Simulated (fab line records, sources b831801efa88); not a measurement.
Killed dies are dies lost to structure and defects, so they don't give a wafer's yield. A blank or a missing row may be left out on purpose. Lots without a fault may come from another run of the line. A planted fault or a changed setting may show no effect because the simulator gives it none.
Problem report in the 8D (eight disciplines) form, filled by code | flow sky130 | the parts of the form that need people (team, actions taken, sign-off) are left out

1. THE PROBLEM
chamber_pressure_mTorr at SKY_METAL3_METAL_ETCH_18 reads a mean of 12.003 mTorr on 6 wafers of 2 lots; wafers without a fault read 10.000 mTorr with a standard deviation of 0.0097. That is +99 or more standard deviations from the usual mean.
The step: etches the open film in Cl2/BCl3, stops on SiO2, target depth 845 nm, time 183.1 s.
First seen on wafer L592.2, day 41 18:08, on rie_metal-04. The record holds 18 wafers of 6 lots with a number at this step. Rule for "out", or "out of limits": more than 4 standard deviations from the usual mean. The other wafers with a number count as sound.

2. WHAT IT IS AND WHAT IT IS NOT
question                    | is                     | is not
which readings at this step | chamber_pressure_mTorr | drypump_motor_current_A, oes_product_au
which lots                  | L592, L593             | L582, L586, L595, L597
which wafers of those lots  | all that have a number | -
read on which tools         | rie_metal-04           | rie_metal-01, rie_metal-03
when                        | from day 41 18:08      | up to then (6 sound wafers); but 6 sound wafers of L595, L597 came after

3. SUSPECTS, AND WHAT RULES EACH OUT
Counting: a tool at a process step up to the reading stays a suspect if it ran every lot that is out and no sound lot after the first of them.
- rie_metal-03 at SKY_METAL3_DESCUM_15 (chemistry O2, time 8 s): kept. It ran every lot that is out, first L592 (day 41 17:59), and no sound lot after that; its last sound lot up to then is L586 (day 40 10:58).
- rie_metal-03 at SKY_METAL3_ETCH_16 (etches BARC in N2/H2, stops on SiO2, time 88.2 s, target depth 60 nm): kept. It ran every lot that is out, first L592 (day 41 18:01), and no sound lot after that; its last sound lot up to then is L586 (day 40 10:59).
- rie_metal-04 at SKY_METAL3_METAL_ETCH_18 (etches the open film in Cl2/BCl3, stops on SiO2, target depth 845 nm, time 183.1 s): kept. It ran every lot that is out, first L592 (day 41 18:08), and no sound lot after that; its last sound lot up to then is L586 (day 40 11:07). Its own readings are out on those wafers: chamber_pressure_mTorr.
Left after counting: rie_metal-03 at SKY_METAL3_DESCUM_15, rie_metal-03 at SKY_METAL3_ETCH_16, rie_metal-04 at SKY_METAL3_METAL_ETCH_18.

4. THE CAUSE (what the simulator had put in)
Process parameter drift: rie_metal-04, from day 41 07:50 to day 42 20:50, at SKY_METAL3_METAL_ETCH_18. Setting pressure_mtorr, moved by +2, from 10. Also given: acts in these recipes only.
Counting left 3 suspects, and this tool is among them.

5. THE CHAIN OF EFFECTS, in route order
Each row: a reading whose mean over the struck wafers that have a number lies more than 3 standard deviations from the usual. Only readings for which the record gives a usual standard deviation are gone through. hours: the time from each lot's start at the first step in this table that gives one to its start at this step, as a median over the lots. sigmas: the change in usual standard deviations.
hours | step                     | reading                | usual        | on struck wafers | change | sigmas
0     | SKY_METAL3_METAL_ETCH_18 | chamber_pressure_mTorr | 10.000 mTorr | 12.003           | +2.003 | +99 or more
The process steps in it:
- SKY_METAL3_METAL_ETCH_18: etches the open film in Cl2/BCl3, stops on SiO2, target depth 845 nm, time 183.1 s.

6. WHAT WOULD HAVE CAUGHT IT SOONER
In this record the first reading out of limits was taken at day 41 18:08, 10 hours after the fault began at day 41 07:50.
